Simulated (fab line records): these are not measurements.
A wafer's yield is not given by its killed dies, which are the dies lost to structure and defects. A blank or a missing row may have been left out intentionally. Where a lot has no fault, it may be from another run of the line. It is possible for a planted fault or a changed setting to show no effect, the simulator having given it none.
Split-lot study    flow sky130    23 wafers read from 5 lots, route of 708 steps

ON THE SPLIT
At SKY_VIA2_HDPCVD_00 (deposits SiO2, target thk 1180 nm, time 196.7 s), the setting time s was moved away from the recipe's 196.7 s on 4 of the 23 wafers read, by -12.0% to -6.4%. The other wafers ran this setting at the recipe's value.

The file shows no step between the split and the reading.

THE READING
VIA2_HDPCVD_THK at SKY_VIA2_THK_MEAS_01, in nm. On this fab line, fault-free wafers typically give 1179 nm with a standard deviation of 17 nm.

wafer   tool, chamber at the split  time s as run, s  against the recipe  VIA2_HDPCVD_THK, nm  against lot-mates on the recipe
L077.1  hdpcvd-01, 2,1,0            196.7             recipe              1205                 -
L077.2  hdpcvd-01, 2,1,0            196.7             recipe              1191                 -
L077.3  hdpcvd-01, 0,2              173.1             -12.0%              1032                 -158
L077.4  hdpcvd-01, 2,1,0            196.7             recipe              1175                 -
L077.5  hdpcvd-01, 0,2              173.1             -12.0%              1059                 -131
L074.1  hdpcvd-02, 1,0,2,2,0        196.7             recipe              1192                 -
L074.2  hdpcvd-02, 1,0,2,2,0        196.7             recipe              1192                 -
L074.3  hdpcvd-02, 1,0,2,2,0        196.7             recipe              1167                 -
L074.5  hdpcvd-02, 1,0,2,2,0        196.7             recipe              1164                 -
L074.6  hdpcvd-02, 1,0,2,2,0        196.7             recipe              1182                 -
L079.2  hdpcvd-02, 2,0,0,1,2        196.7             recipe              1173                 -
L079.3  hdpcvd-02, 2,0,0,1,2        196.7             recipe              1169                 -
L079.4  hdpcvd-02, 2,0,0,1,2        196.7             recipe              1170                 -
L079.5  hdpcvd-02, 2,0,0,1,2        196.7             recipe              1185                 -
L079.6  hdpcvd-02, 2,0,0,1,2        196.7             recipe              1142                 -
L080.1  hdpcvd-02, 1,0,1            196.7             recipe              1176                 -
L080.2  hdpcvd-02, 2                184.1             -6.4%               1082                 -100
L080.3  hdpcvd-02, 1,0,1            196.7             recipe              1188                 -
L080.4  hdpcvd-02, 2                184.1             -6.4%               1064                 -118
L080.5  hdpcvd-02, 1,0,1            196.7             recipe              1183                 -
L082.4  hdpcvd-02, 0,1,2            196.7             recipe              1180                 -
L082.5  hdpcvd-02, 0,1,2            196.7             recipe              1193                 -
L082.6  hdpcvd-02, 0,1,2            196.7             recipe              1159                 -
If several chambers appear in one row, that row covers several wafers at once and the file leaves open which wafer was in which chamber.

THE FIT
A straight line over all 23 wafers: VIA2_HDPCVD_THK changes by +12.1 nm for each +1% of time s; r = +0.94; the points scatter about the line by 17 nm.
The same after taking each lot's own level away (the mean of its wafers on the recipe; 23 wafers): +13.1 nm for each +1%; r = +0.96; scatter 15 nm.
Per that fit: largest time s move, reading shift of 1.6e+02 nm.
The span of the lots' own levels, 1167.8 to 1190.3 nm, comes to 1.3 times the standard deviation stated above.
The two slopes are in agreement: the lot-to-lot level therefore moves the slope only a little.
Check: for one of the wafers moved furthest among these (-12.0%), held out of the fit, the line's prediction against its lot-mates is -158 nm. Against them it came out at -158 nm.

THESE WAFERS: OTHER SPLITS
Other splits were also applied to these wafers ahead of the reading. Each is held against what the fit with the lots' levels taken away leaves over:
other split on the same wafers                    wafers away from the commonest value  r with VIA2_HDPCVD_THK (lot level and that fit taken away)
SKY_LI_CONTACT_ETCH_15 bias w                     9                                     -0.23
SKY_LOCAL_INTERCONNECT_COAT_06 spin rpm           7                                     +0.09
SKY_LOCAL_INTERCONNECT_DEVELOP_10 develop time s  10                                    +0.35
SKY_CONTACT_SPUTTER_23 chamber pressure pa        10                                    +0.15
SKY_METAL1_SPUTTER_03 power w                     12                                    -0.25
SKY_VIA1_HDPCVD_00 sih4 flow sccm                 10                                    +0.00
SKY_VIA1_CVD_21 pressure torr                     15                                    +0.17

FILE'S OWN FIT
VIA2_HDPCVD_THK changes by +13.2 nm for each +1% of time s, r = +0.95.
